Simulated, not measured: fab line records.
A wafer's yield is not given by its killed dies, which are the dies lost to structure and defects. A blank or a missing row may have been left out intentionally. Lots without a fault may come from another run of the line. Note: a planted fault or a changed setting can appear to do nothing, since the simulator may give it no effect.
fab line records | flow sky130
record: lots: 15 | wafers: 45 | last_day: 50
route steps=708 shown PWDE@54 VT_ADJUST_NCORE@119 VT_ADJUST_HVTR@140 SONOS_ONO@182
lots that met no fault: from a run of the same line without faults
start_h: hours from the record's opening day to when the first of the lot's shown wafers began | wait_h: hours since the lot's step before | " the same as in the row above | L1.1+2: several wafers, shown together as one row | - either no value or no given start | * or withheld: withheld | < > ~ a bound
route shown NAME@n: names a module that has steps shown in the file, with the first one's number in the route | usual: mean/standard deviation of fault-free wafers | same: alike in all rows | chamber/n: place in a boat | sites: per-site readings | _std_site: the standard deviation of these | _edge_site: outer sites' mean less inner sites' | radius_mm: how far each site lies from the wafer's centre | mask NAME#n: copy n | behind: the tool/chamber that last shaped the wafer | hold: the reason the lot was held/the length of the hold in hours/how it ended | device: transistor that didn't switch, given as n, p or np | end of line: at the end of the route, the tests of the same wafers | where a step has no rows: the recipe by itself | killed: not the wafer's yield, but the dies lost to structure and defects at the first sort | map: a wafer's dies, marking killed ones x, the rest . and places with no die _
set.NAME: the run value of the setting; set.NAME@STEP: its run value at that earlier step | model.NAME: the simulator's own value behind a step, which no gauge read
route steps across a sampled set of lots; one table per step, one row per wafer
services: the hour from which a tool's chamber was out of use, counted from the record's first day as start_h (under 0 if before that day), plus the number of hours and why
== steps ==
step: SKY_PWDE_STRIP_09
recipe: chemistry: O2/N2 | power_w: 1400 | pressure_mtorr: 1500 | platen_temp_c: withheld | o2_flow_sccm: 3000 | n2_flow_sccm: 300 | overash_fraction: 0.5
usual: chamber_pressure_mTorr: 1500.0/1.4 | drypump_motor_current_A: 5.6/0.56 | n2_flow_sccm: 300.2/0.87 | oes_product_au: 0.722/0.0042 | strip_time_to_endpoint_s: 36.86/0.12
lot.wafer | tool            | chamber | start_h | wait_h | chamber_pressure_mTorr | drypump_motor_current_A | n2_flow_sccm | oes_product_au | rf_hours_counter_h | strip_time_to_endpoint_s
L695.3    | plasma_asher-01 | 0       | 69.66   | 0.1    | 1503.7                 | 5.2                     | 299.4        | 0.732          | -                  | 36.68
L695.4    | "               | 1       | "       | "      | 1500.8                 | 4.9                     | 300.3        | 0.719          | -                  | 36.67
L695.6    | "               | 0       | "       | "      | 1497.2                 | 5.2                     | 301.4        | 0.716          | -                  | 36.62
L698.1    | plasma_asher-03 | 1       | 86.46   | 0.1    | 1500.5                 | 5.4                     | 299.4        | 0.714          | 40                 | 36.65
L698.2    | "               | 0       | "       | "      | 1497.6                 | 5.5                     | 300.2        | 0.719          | 40                 | 36.53
L698.4    | "               | 0       | "       | "      | 1501.8                 | 5.5                     | 302.0        | 0.718          | -                  | 36.70
L699.1    | plasma_asher-01 | 1       | 91.76   | 0.1    | 1498.8                 | 4.8                     | 300.7        | 0.722          | 27                 | 36.66
L699.3    | "               | 1       | "       | "      | 1500.5                 | 4.9                     | 299.2        | 0.729          | -                  | 36.74
L699.6    | "               | 1       | "       | "      | 1500.1                 | 4.8                     | 299.1        | 0.714          | -                  | 36.70
L701.1    | plasma_asher-01 | 0       | 102.60  | 0.1    | 1500.2                 | 5.2                     | 301.0        | 0.722          | 28                 | 36.96
L701.3    | "               | 0       | "       | "      | 1502.1                 | 5.2                     | 300.7        | 0.723          | -                  | 37.00
L701.4    | "               | 1       | "       | "      | 1500.4                 | 4.8                     | 300.0        | 0.721          | -                  | 36.87
L702.1    | plasma_asher-03 | 1       | 107.65  | 0.1    | 1501.3                 | 5.4                     | 298.6        | 0.727          | 42                 | 36.95
L702.2    | "               | 0       | "       | "      | 1499.8                 | 5.5                     | 300.3        | 0.720          | 42                 | 36.89
L702.3    | "               | 1       | "       | "      | 1500.1                 | 5.4                     | 297.9        | 0.732          | -                  | 36.88
L703.1    | plasma_asher-03 | 1       | 112.51  | 0.1    | 1500.3                 | 5.4                     | 299.6        | 0.726          | 42                 | 36.96
L703.2    | "               | 0       | "       | "      | 1500.6                 | 5.5                     | 301.0        | 0.724          | 42                 | 36.82
L703.4    | "               | 1       | "       | "      | 1501.0                 | 5.4                     | 300.2        | 0.721          | -                  | 36.77
L705.2    | plasma_asher-01 | 1       | 125.35  | 0.1    | 1501.1                 | 4.8                     | 299.4        | 0.722          | 32                 | 36.97
L705.5    | "               | 1       | "       | "      | 1499.9                 | 4.8                     | 298.9        | 0.721          | -                  | 36.98
L705.6    | "               | 0       | "       | "      | 1500.9                 | 5.2                     | 300.0        | 0.721          | -                  | 36.89
L707.2    | plasma_asher-01 | 0       | 135.61  | 0.1    | 1501.7                 | 5.2                     | 299.9        | 0.719          | 32                 | 37.03
L707.3    | "               | 1       | "       | "      | 1501.6                 | 4.9                     | 299.3        | 0.724          | -                  | 36.88
L707.6    | "               | 1       | "       | "      | 1498.7                 | 4.8                     | 299.9        | 0.723          | -                  | 36.89
L708.1    | plasma_asher-04 | 0       | 142.05  | 0.1    | 1499.2                 | 6.6                     | 299.2        | 0.724          | 1                  | 36.90
L708.3    | "               | 0       | "       | "      | 1502.0                 | 6.6                     | 300.5        | 0.721          | -                  | 36.82
L708.6    | "               | 1       | "       | "      | 1501.0                 | 5.8                     | 300.8        | 0.717          | -                  | 36.81
L712.1    | plasma_asher-01 | 0       | 165.01  | 0.1    | 1501.0                 | 5.2                     | 300.3        | 0.721          | 36                 | 36.71
L712.4    | "               | 0       | "       | "      | 1500.5                 | 5.2                     | 299.7        | 0.720          | -                  | 36.75
L712.6    | "               | 1       | "       | "      | 1500.2                 | 4.8                     | 300.3        | 0.717          | -                  | 36.72
L713.1    | plasma_asher-04 | 0       | 167.96  | 0.1    | 1498.7                 | 6.6                     | 300.5        | 0.726          | 4                  | 37.03
L713.2    | "               | 1       | "       | "      | 1498.7                 | 5.8                     | 299.6        | 0.725          | 4                  | 36.87
L713.5    | "               | 1       | "       | "      | 1500.2                 | 5.8                     | 299.8        | 0.721          | -                  | 36.87
L714.3    | plasma_asher-04 | 1       | 176.49  | 0.1    | 1499.2                 | 5.9                     | 299.6        | 0.720          | -                  | 36.75
L714.5    | "               | 1       | "       | "      | 1498.7                 | 5.8                     | 300.1        | 0.723          | -                  | 36.75
L714.6    | "               | 0       | "       | "      | 1501.1                 | 6.7                     | 301.0        | 0.727          | -                  | 36.83
L716.1    | plasma_asher-03 | 1       | 187.63  | 0.1    | 1498.7                 | 5.4                     | 299.3        | 0.723          | 51                 | 36.74
L716.3    | "               | 0       | "       | "      | 1501.8                 | 5.5                     | 299.7        | 0.719          | -                  | 36.78
L716.4    | "               | 1       | "       | "      | 1500.5                 | 5.4                     | 300.0        | 0.721          | -                  | 36.79
L717.2    | plasma_asher-04 | 0       | 192.46  | 0.1    | 1500.3                 | 6.6                     | 299.8        | 0.720          | 6                  | 36.86
L717.4    | "               | 0       | "       | "      | 1499.4                 | 6.6                     | 300.9        | 0.718          | -                  | 36.84
L717.5    | "               | 1       | "       | "      | 1499.1                 | 5.8                     | 301.2        | 0.720          | -                  | 36.87
L718.2    | plasma_asher-01 | 0       | 196.90  | 0.1    | 1498.6                 | 5.2                     | 300.5        | 0.725          | 39                 | 36.99
L718.3    | "               | 1       | "       | "      | 1501.2                 | 4.8                     | 299.4        | 0.722          | -                  | 36.93
L718.5    | "               | 1       | "       | "      | 1500.6                 | 4.8                     | 300.0        | 0.713          | -                  | 37.01
step: SKY_VT_ADJUST_NCORE_DEHYDRATE_00
recipe: temp_c: 200 | time_s: 62.13
usual: plate_sensor_t_centre_C: 201.07/0.01 | plate_sensor_t_edge_C: 201.55/0.0094
lot.wafer | tool           | chamber | start_h | wait_h | plate_sensor_t_centre_C | plate_sensor_t_edge_C
L695.3    | litho_track-01 | 0       | 171.28  | 9.0    | 201.07                  | 201.56
L695.4    | "              | 0       | "       | "      | 201.06                  | 201.55
L695.6    | "              | 0       | "       | "      | 201.06                  | 201.55
L698.1    | litho_track-02 | 0       | 193.01  | 10.0   | 201.06                  | 201.56
L698.2    | "              | 0       | "       | "      | 201.06                  | 201.55
L698.4    | "              | 0       | "       | "      | 201.06                  | 201.56
L699.1    | litho_track-03 | 0       | 198.04  | 10.0   | 201.07                  | 201.56
L699.3    | "              | 0       | "       | "      | 201.07                  | 201.55
L699.6    | "              | 0       | "       | "      | 201.06                  | 201.54
L701.1    | litho_track-03 | 0       | 211.64  | 9.9    | 201.07                  | 201.54
L701.3    | "              | 0       | "       | "      | 201.05                  | 201.54
L701.4    | "              | 0       | "       | "      | 201.07                  | 201.56
L702.1    | litho_track-02 | 0       | 217.26  | 9.9    | 201.05                  | 201.55
L702.2    | "              | 0       | "       | "      | 201.06                  | 201.54
L702.3    | "              | 0       | "       | "      | 201.06                  | 201.54
L703.1    | litho_track-01 | 0       | 226.78  | 10.3   | 201.07                  | 201.54
L703.2    | "              | 0       | "       | "      | 201.08                  | 201.56
L703.4    | "              | 0       | "       | "      | 201.08                  | 201.56
L705.2    | litho_track-03 | 0       | 238.42  | 10.3   | 201.08                  | 201.56
L705.5    | "              | 0       | "       | "      | 201.07                  | 201.57
L705.6    | "              | 0       | "       | "      | 201.06                  | 201.54
L707.2    | litho_track-01 | 0       | 251.70  | 11.5   | 201.05                  | 201.55
L707.3    | "              | 0       | "       | "      | 201.09                  | 201.54
L707.6    | "              | 0       | "       | "      | 201.05                  | 201.55
L708.1    | litho_track-01 | 0       | 260.88  | 11.3   | 201.08                  | 201.55
L708.3    | "              | 0       | "       | "      | 201.06                  | 201.55
L708.6    | "              | 0       | "       | "      | 201.08                  | 201.55
L712.1    | litho_track-02 | 0       | 288.16  | 11.4   | 201.08                  | 201.55
L712.4    | "              | 0       | "       | "      | 201.08                  | 201.56
L712.6    | "              | 0       | "       | "      | 201.07                  | 201.55
L713.1    | litho_track-03 | 0       | 293.04  | 11.5   | 201.05                  | 201.56
L713.2    | "              | 0       | "       | "      | 201.06                  | 201.55
L713.5    | "              | 0       | "       | "      | 201.08                  | 201.58
L714.3    | litho_track-02 | 0       | 303.61  | 12.4   | 201.06                  | 201.55
L714.5    | "              | 0       | "       | "      | 201.06                  | 201.54
L714.6    | "              | 0       | "       | "      | 201.09                  | 201.56
L716.1    | litho_track-03 | 0       | 317.59  | 12.5   | 201.04                  | 201.55
L716.3    | "              | 0       | "       | "      | 201.06                  | 201.54
L716.4    | "              | 0       | "       | "      | 201.07                  | 201.56
L717.2    | litho_track-03 | 0       | 325.37  | 12.8   | 201.09                  | 201.56
L717.4    | "              | 0       | "       | "      | 201.06                  | 201.56
L717.5    | "              | 0       | "       | "      | 201.07                  | 201.56
L718.2    | litho_track-03 | 0       | 328.72  | 12.1   | 201.06                  | 201.54
L718.3    | "              | 0       | "       | "      | 201.06                  | 201.53
L718.5    | "              | 0       | "       | "      | 201.08                  | 201.55
step: SKY_VT_ADJUST_HVTR_IMPLANT_09
recipe: species: B | energy_kev: 10 | dose_cm2: 2.1e+12 | tilt_deg: withheld
usual: beam_energy_keV: 9.9995/0.0029 | beam_on_s: 10.01/0.2
lot.wafer | tool         | chamber | start_h | wait_h | beam_energy_keV | beam_on_s
L695.3    | implanter-02 | 0       | 202.49  | 0.1    | 9.9994          | 10.01
L695.4    | "            | 0       | "       | "      | 10.001          | 9.88
L695.6    | "            | 0       | "       | "      | 9.9971          | 10.31
L698.1    | implanter-02 | 0       | 226.62  | 0.0    | 10.006          | 10.32
L698.2    | "            | 0       | "       | "      | 10.000          | 9.86
L698.4    | "            | 0       | "       | "      | 9.9991          | 9.88
L699.1    | implanter-02 | 0       | 231.99  | 0.0    | 10.002          | 9.99
L699.3    | "            | 0       | "       | "      | 10.004          | 9.95
L699.6    | "            | 0       | "       | "      | 10.001          | 9.90
L701.1    | implanter-03 | 0       | 246.09  | 0.0    | 10.002          | 9.91
L701.3    | "            | 0       | "       | "      | 9.9992          | 9.95
L701.4    | "            | 0       | "       | "      | 10.001          | 10.22
L702.1    | implanter-02 | 0       | 253.33  | 0.0    | 9.9982          | 10.46
L702.2    | "            | 0       | "       | "      | 9.9978          | 9.66
L702.3    | "            | 0       | "       | "      | 9.9943          | 9.76
L703.1    | implanter-01 | 0       | 263.23  | 0.0    | 10.002          | 10.13
L703.2    | "            | 0       | "       | "      | 10.001          | 10.26
L703.4    | "            | 0       | "       | "      | 10.005          | 9.99
L705.2    | implanter-01 | 0       | 275.57  | 0.0    | 10.001          | 9.82
L705.5    | "            | 0       | "       | "      | 10.005          | 9.86
L705.6    | "            | 0       | "       | "      | 10.0000         | 9.96
L707.2    | implanter-03 | 0       | 289.24  | 0.0    | 9.9984          | 10.06
L707.3    | "            | 0       | "       | "      | 10.002          | 10.25
L707.6    | "            | 0       | "       | "      | 10.005          | 9.97
L708.1    | implanter-02 | 0       | 298.58  | 0.0    | 10.004          | 10.32
L708.3    | "            | 0       | "       | "      | 10.003          | 10.30
L708.6    | "            | 0       | "       | "      | 10.001          | 9.90
L712.1    | implanter-01 | -       | 328.04  | 0.0    | -               | -
L712.4    | "            | -       | "       | "      | -               | -
L712.6    | "            | -       | "       | "      | -               | -
L713.1    | implanter-03 | -       | 333.44  | 0.0    | -               | -
L713.2    | "            | -       | "       | "      | -               | -
L713.5    | "            | -       | "       | "      | -               | -
L714.3    | implanter-01 | -       | 344.13  | 0.1    | -               | -
L714.5    | "            | -       | "       | "      | -               | -
L714.6    | "            | -       | "       | "      | -               | -
L716.1    | implanter-01 | 0       | 357.49  | 0.0    | 10.002          | 10.13
L716.3    | "            | 0       | "       | "      | 9.9966          | 10.32
L716.4    | "            | 0       | "       | "      | 9.9997          | 10.03
L717.2    | implanter-03 | 0       | 365.79  | 0.0    | 10.004          | 10.37
L717.4    | "            | 0       | "       | "      | 9.9953          | 10.23
L717.5    | "            | 0       | "       | "      | 9.9977          | 9.84
L718.2    | implanter-02 | 0       | 369.41  | 0.0    | 9.9984          | 10.01
L718.3    | "            | 0       | "       | "      | 10.005          | 10.04
L718.5    | "            | 0       | "       | "      | 9.9996          | 9.92
step: SKY_VT_ADJUST_HVTR_TW_MEAS_11
usual: VT_ADJUST_HVTR_TW: 209.1/1.3
lot.wafer | tool          | chamber | start_h | wait_h | VT_ADJUST_HVTR_TW
L695.3    | film_metro-03 | -       | 202.71  | 0.1    | 209.2
L695.4    | "             | -       | "       | "      | 208.5
L695.6    | "             | -       | "       | "      | 208.0
L698.1    | film_metro-03 | -       | 226.87  | 0.1    | 208.2
L698.2    | "             | -       | "       | "      | 209.9
L698.4    | "             | -       | "       | "      | 207.1
L699.1    | film_metro-02 | -       | 232.24  | 0.1    | 207.4
L699.3    | "             | -       | "       | "      | 208.1
L699.6    | "             | -       | "       | "      | 208.3
L701.1    | film_metro-03 | -       | 246.34  | 0.1    | 209.8
L701.3    | "             | -       | "       | "      | 208.9
L701.4    | "             | -       | "       | "      | 209.2
L702.1    | film_metro-02 | -       | 253.58  | 0.1    | 208.0
L702.2    | "             | -       | "       | "      | 207.8
L702.3    | "             | -       | "       | "      | 206.9
L703.1    | film_metro-03 | -       | 263.48  | 0.1    | 208.7
L703.2    | "             | -       | "       | "      | 209.1
L703.4    | "             | -       | "       | "      | 209.6
L705.2    | film_metro-04 | -       | 275.80  | 0.1    | 211.4
L705.5    | "             | -       | "       | "      | 210.7
L705.6    | "             | -       | "       | "      | 209.8
L707.2    | film_metro-02 | -       | 289.48  | 0.1    | 208.7
L707.3    | "             | -       | "       | "      | 208.2
L707.6    | "             | -       | "       | "      | 208.2
L708.1    | film_metro-04 | -       | 298.83  | 0.1    | 210.1
L708.3    | "             | -       | "       | "      | 210.8
L708.6    | "             | -       | "       | "      | 211.3
L712.1    | film_metro-04 | -       | 328.29  | 0.1    | 29.9
L712.4    | "             | -       | "       | "      | 30.1
L712.6    | "             | -       | "       | "      | 29.8
L713.1    | film_metro-02 | -       | 333.69  | 0.1    | 29.6
L713.2    | "             | -       | "       | "      | 29.6
L713.5    | "             | -       | "       | "      | 29.6
L714.3    | film_metro-03 | -       | 344.35  | 0.1    | 29.9
L714.5    | "             | -       | "       | "      | 29.7
L714.6    | "             | -       | "       | "      | 29.7
L716.1    | film_metro-04 | -       | 357.74  | 0.1    | 210.1
L716.3    | "             | -       | "       | "      | 209.4
L716.4    | "             | -       | "       | "      | 210.9
L717.2    | film_metro-02 | -       | 366.02  | 0.1    | 205.4
L717.4    | "             | -       | "       | "      | 206.2
L717.5    | "             | -       | "       | "      | 207.6
L718.2    | film_metro-04 | -       | 369.64  | 0.1    | 209.5
L718.3    | "             | -       | "       | "      | 211.0
L718.5    | "             | -       | "       | "      | 209.9
step: SKY_SONOS_ONO_OVL_MEAS_14
usual: SONOS_ONO_OVL: -0.2/1.4
lot.wafer | tool       | chamber | start_h | wait_h | SONOS_ONO_OVL[nm]
L695.3    | overlay-02 | -       | 276.71  | 0.1    | -1.0
L695.4    | "          | -       | "       | "      | 0.2
L695.6    | "          | -       | "       | "      | -0.8
L698.1    | overlay-02 | -       | 305.23  | 0.1    | -0.3
L698.2    | "          | -       | "       | "      | 0.9
L698.4    | "          | -       | "       | "      | 1.1
L699.1    | overlay-01 | -       | 315.81  | 0.1    | -2.3
L699.3    | "          | -       | "       | "      | -1.6
L699.6    | "          | -       | "       | "      | 0.4
L701.1    | overlay-01 | -       | 328.46  | 0.1    | 0.1
L701.3    | "          | -       | "       | "      | -0.2
L701.4    | "          | -       | "       | "      | -1.6
L702.1    | overlay-02 | -       | 334.05  | 0.1    | 1.4
L702.2    | "          | -       | "       | "      | -0.9
L702.3    | "          | -       | "       | "      | 0.1
L703.1    | overlay-01 | -       | 344.70  | 0.1    | -1.3
L703.2    | "          | -       | "       | "      | -1.2
L703.4    | "          | -       | "       | "      | -0.1
L705.2    | overlay-01 | -       | 359.12  | 0.1    | 1.1
L705.5    | "          | -       | "       | "      | 2.3
L705.6    | "          | -       | "       | "      | 1.3
L707.2    | overlay-01 | -       | 381.09  | 0.1    | 1.1
L707.3    | "          | -       | "       | "      | -0.2
L707.6    | "          | -       | "       | "      | 1.3
L708.1    | overlay-02 | -       | 392.14  | 0.1    | -1.8
L708.3    | "          | -       | "       | "      | -0.8
L708.6    | "          | -       | "       | "      | 0.3
L716.1    | overlay-01 | -       | 457.06  | 0.1    | 3.1
L716.3    | "          | -       | "       | "      | 1.8
L716.4    | "          | -       | "       | "      | 0.6
L717.2    | overlay-02 | -       | 463.73  | 0.1    | -2.8
L717.4    | "          | -       | "       | "      | -2.5
L717.5    | "          | -       | "       | "      | -1.6
L718.2    | overlay-01 | -       | 464.03  | 0.1    | 0.4
L718.3    | "          | -       | "       | "      | 1.1
L718.5    | "          | -       | "       | "      | -0.9
== services ==
tool            | chamber | start_h | hours | kind
implanter-03    | -       | 50.69   | 1.8   | repair
plasma_asher-03 | -       | 87.69   | 2.8   | pm
implanter-01    | -       | 101.34  | 0.6   | repair
plasma_asher-04 | -       | 108.75  | 9.0   | pm
plasma_asher-04 | 0       | 108.75  | 16.9  | vent_cycle
plasma_asher-04 | 1       | 108.75  | 16.9  | vent_cycle
plasma_asher-04 | -       | 112.37  | 13.3  | repair
plasma_asher-04 | 0       | 117.75  | -     | clean
plasma_asher-04 | 1       | 117.75  | -     | clean
implanter-03    | -       | 149.02  | 1.5   | repair
implanter-03    | -       | 174.33  | 0.8   | repair
implanter-02    | -       | 181.98  | 3.7   | pm
litho_track-01  | -       | 224.13  | -     | consumable_replace:filter
plasma_asher-04 | -       | 264.38  | 10.5  | repair
implanter-02    | -       | 289.52  | 0.7   | repair
litho_track-02  | -       | 290.58  | -     | consumable_replace:filter
implanter-03    | -       | 306.78  | 1.1   | repair
plasma_asher-04 | -       | 330.09  | 4.3   | pm
implanter-03    | -       | 350.02  | 4.7   | pm
== key ==
first_sign: step: SKY_VT_ADJUST_HVTR_IMPLANT_09 | reading: tool_record | direction: missing
effect: step: SKY_VT_ADJUST_HVTR_TW_MEAS_11 | reading: VT_ADJUST_HVTR_TW | direction: down | sigmas: 99+ | usual: 209.1 | struck: 29.8
met_at SKY_VT_ADJUST_HVTR_IMPLANT_09
struck_lots L712,L713,L714
later_rows_left_out L712.1,L712.4,L712.6,L713.1,L713.2,L713.5,L714.3,L714.5,L714.6
sort_left_out L712.1,L712.4,L712.6,L713.1,L713.2,L713.5,L714.3,L714.5,L714.6
tester_left_out L712,L713,L714
not_acting_at SKY_PWDE_STRIP_09,SKY_VT_ADJUST_NCORE_DEHYDRATE_00,SKY_SONOS_ONO_OVL_MEAS_14
onset_between 289.24 328.04
fault: kind: skipped_step_whole | tool: implanter-01,implanter-03 | chamber: - | onset_h: 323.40 | steps: SKY_VT_ADJUST_HVTR_IMPLANT_09 | scope: struck_lots_only
tester_left_out: of these lots the tester's yield and bins aren't shown, on N5 and GAA mostly nor the transistor test; their killed dies are dies lost to structure and defects alone, not to doping, threshold or leakage, so they don't give the yield
sort_left_out: the simulated sort isn't trusted on such a fault, so these wafers' sort isn't shown, and their yield isn't known
later_rows_left_out: the simulator's readings of these wafers behind a module that went badly wrong aren't trusted and aren't shown, but for the sort
